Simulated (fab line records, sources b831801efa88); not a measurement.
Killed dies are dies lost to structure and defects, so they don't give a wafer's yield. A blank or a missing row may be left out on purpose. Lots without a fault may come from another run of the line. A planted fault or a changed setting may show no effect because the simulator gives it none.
One fault seen from 2 desks | flow sky130 | each desk has only its own numbers; what lay behind them comes last

THE TOOL OWNER'S DESK: rie_metal-01
The tool's own readings at SKY_METAL5_METAL_ETCH_15 (etches the open film in Cl2/BCl3, stops on SiO2, target depth 1260 nm, time 252 s): means of the sampled wafers that have a number, for each lot that ran on this tool. A lot is out of limits, marked OUT, if its mean lies more than 4 standard deviations from the usual mean; the brackets give that distance.
Columns: A = drypump_motor_current_A at SKY_METAL5_METAL_ETCH_15, usual 5.6 A; B = he_backside_leak_sccm at SKY_METAL5_METAL_ETCH_15, usual 3.4 sccm; C = oes_product_au at SKY_METAL5_METAL_ETCH_15, usual 0.894 a.u.; D = run_length_s at SKY_METAL5_METAL_ETCH_15, usual 280.5 s; E = throttle_valve_pct at SKY_METAL5_METAL_ETCH_15, usual 22.264 %
lot  | first seen here | A   | B   | C               | D               | E
L389 | day 44 15:20    | 5.8 | 3.2 | 0.895           | 280.3           | 22.263
L390 | day 44 23:59    | 5.7 | 3.2 | 0.897           | 280.5           | 22.257
L398 | day 47 03:32    | 5.9 | 3.5 | 0.944 (+10) OUT | 268.3 (-14) OUT | 22.267
This desk's finding: out of limits on L398; first on L398, day 47 03:32 (oes_product_au at SKY_METAL5_METAL_ETCH_15). In limits: L389, L390.

THE METROLOGY DESK
What the gauges read, lot by lot, whatever tool the lot ran on: means of the sampled wafers that have a number. A lot is out of limits, marked OUT, if its mean lies more than 4 standard deviations from the usual mean; the brackets give that distance.
Columns: A = VIA4_BOW at SKY_VIA4_BOW_MEAS_03, usual 81 um
lot  | first seen here | A
L386 | day 41 20:53    | 81
L389 | day 42 16:26    | 73
L390 | day 43 01:25    | 74
L398 | day 45 08:46    | 90
L403 | day 46 14:33    | 87
L404 | day 46 22:41    | 80
L405 | day 47 01:07    | 63
L406 | day 47 07:02    | 83
L408 | day 47 21:17    | 75
L409 | day 48 03:09    | 77
This desk's finding: nothing out of limits on any of the 10 lots.

PUT TOGETHER
The tool owner's desk could have raised an alarm at day 47 03:32, on L398.
The metrology desk saw nothing out of limits.
The metrology desk has L398 on record, within its limits.
Of the lots named, all ran SKY_METAL5_METAL_ETCH_15 on rie_metal-01.

WHAT THE SIMULATOR HAD PUT IN
Process parameter drift: rie_metal-01, from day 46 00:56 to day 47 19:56, at SKY_METAL5_METAL_ETCH_15. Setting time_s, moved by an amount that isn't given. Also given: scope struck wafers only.
Lots struck among those shown: L398.
Hours from the fault's start to each desk's first reading out of limits: the tool owner's desk, 27.
